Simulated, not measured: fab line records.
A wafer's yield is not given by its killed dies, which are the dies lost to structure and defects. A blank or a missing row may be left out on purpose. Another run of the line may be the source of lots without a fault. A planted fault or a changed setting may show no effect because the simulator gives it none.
Comparing a struck lot with a sound one / flow sky130 / 15 out of 708 route steps
Sound: these wafers, L804.1, L804.2, L804.4. Wafers struck: L812.1, L812.2, L812.4. The cause is named last.
Per side, at each step with rows, come the tool, then ch with its chambers, and then its first start. Under that, the readings that differ: sound wafers / struck wafers / difference of the means / sigmas: that difference in standard deviations of wafers without a fault.
alike: same words and numbers on both sides, and readings whose means sit less than 2 such deviations apart. not compared: any withheld reading, any reading some wafer has no value for, any bound like >300 that may hide the same value, and any number with overlapping values for which the record gives no deviation.
The two part at a step that has a row with sigmas, a row that says differs or no value, or rows on one side only. Numbers that have no deviation but don't overlap get no sigmas and don't part them. A reading that every wafer of one side lacks parts them only if that side has two wafers or more.

first, 2 steps without rows for these wafers: SKY_LDD_LDN_IMPLANT_10; SKY_LDD_LDN_IMPLANT_11.
SKY_LDD_LDN_STRIP_12: strips in O2/N2.
  sound on plasma_asher-03 ch 0,1, day 24 19:20; struck on plasma_asher-02 ch 0,1, day 26 19:02
  alike: drypump_motor_current_A, oes_product_au, strip_time_to_endpoint_s
  not compared: rf_hours_counter_h
SKY_LDD_LDN_TW_MEAS_13:
  sound: film_metro-03 at day 24 19:26; struck: film_metro-04 at day 26 19:08
reading=LDD_LDN_TW; sound=1481 1480 1482; struck=1455 1455 1455; difference=-26; sigmas=-2
then, 2 steps without rows for these wafers: SKY_LDD_LDN_CLEAN_14 (cleans in SC1/SC2, time 150 s); SKY_SPACER_CVD_00 (deposits Si3N4 from DCS/NH3, target thk 43.1 nm, time 740 s).
SKY_SPACER_THK_MEAS_01:
  sound: film_metro-01 at day 24 20:45; struck: film_metro-03 at day 26 21:37
  alike: SPACER_CVD_00_THK
SKY_SPACER_ETCHBACK_02: etches Si3N4 in CH3F/O2, stops on SiO2, time 46.7 s, target depth 45 nm.
  sound on rie_diel-01 ch 0,2,3, day 24 20:49; struck on rie_diel-03 ch 0,1,2, day 26 21:40
  alike: drypump_motor_current_A, oes_product_au, throttle_valve_pct
  not compared: rf_hours_counter_h
then, 4 steps without rows for these wafers: SKY_POLY_CUT_DEHYDRATE_00 (time 60 s); SKY_POLY_CUT_HMDS_01 (prime time 60 s); SKY_POLY_CUT_COAT_02 (resist thk 60 nm); SKY_POLY_CUT_COAT_03 (resist thk 450 nm).
SKY_POLY_CUT_SOFTBAKE_04: time 90 s.
  sound on litho_track-01 ch 0, day 25 11:00; struck on litho_track-04 ch 0, day 27 11:00
reading=run_length_s (s); sound=119.25 119.39 119.29; struck=128.05 128.05 128.11; difference=+8.76; sigmas=+31
then, 1 step without rows for these wafers: SKY_POLY_CUT_EXPOSE_05 (exposes mask NPCM, target cd 270 nm).
SKY_PAD_OPEN_PROBE_99:
  the record has rows for the sound wafers here (prober-01, day 47 01:56) and none for the struck ones

WHERE THEY PART
First at SKY_LDD_LDN_TW_MEAS_13; last, within this record, at SKY_PAD_OPEN_PROBE_99.

WHY: what had been put in by the simulator
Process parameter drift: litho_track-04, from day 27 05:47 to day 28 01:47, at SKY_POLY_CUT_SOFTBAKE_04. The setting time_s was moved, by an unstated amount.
